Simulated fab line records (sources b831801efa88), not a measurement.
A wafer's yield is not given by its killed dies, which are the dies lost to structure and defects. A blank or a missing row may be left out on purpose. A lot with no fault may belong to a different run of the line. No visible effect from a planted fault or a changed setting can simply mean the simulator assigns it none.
Chamber matching	flow sky130	cmp-01 running SKY_LI_CONTACT_CMP_24: 4 sister chambers
The step polishes, stops on PSG, t overpolish 20 s, target thk 0 nm. 8 wafers are shown with their chamber, then 6 later ones without.

## WAFERS, EACH WITH ITS CHAMBER
wafer	chamber	motorCurrentA (A)	edgeZonePressureFrac
L492.5	3	10.9	1.005
L492.6	0	10.5	1.006
L506.1	3	11.5	1.001
L506.5	2	10.7	0.997
L507.4	2	11.2	1.000
L511.1	1	11.4	0.997
L511.4	0	10.1	0.991
L511.6	1	11.7	0.996

## WAFERS MISSING THEIR CHAMBER
wafer	motorCurrentA (A)	edgeZonePressureFrac
L513.4	9.6	1.004
L513.5	9.5	0.997
L513.6	12.1	0.997
L515.1	11.5	0.991
L515.2	10.2	0.993
L515.4	11.3	1.006

## WHICH CHAMBER EACH WENT THROUGH
wafer	from the rows above	in truth
L513.4	can't be placed: 0 or 2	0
L513.5	can't be placed: 0 or 2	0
L513.6	can't be placed: 1 or 3 or 2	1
L515.1	can't be placed: 1 or 2 or 3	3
L515.2	can't be placed: 0 or 2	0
L515.4	can't be placed: 3 or 2 or 1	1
Correct placement for 0 of the 6. Not placeable from these rows: 6 (in 6, the candidates include the true chamber). Wrongly placed: 0.
How it was worked out, from the rows above alone: a wafer's distance from a chamber is the root of the sum, over the readings, of the square of ((its reading less the chamber's mean) divided by the reading's scatter). If the next closest chamber is less than 2 further off than the closest, the wafer can't be placed; otherwise it belongs to the closest. A chamber's mean is the mean of its shown wafers. The scatter: take each reading less its chamber's mean, square it, sum over the shown wafers, divide by the number of wafers less the number of chambers, and take the root.
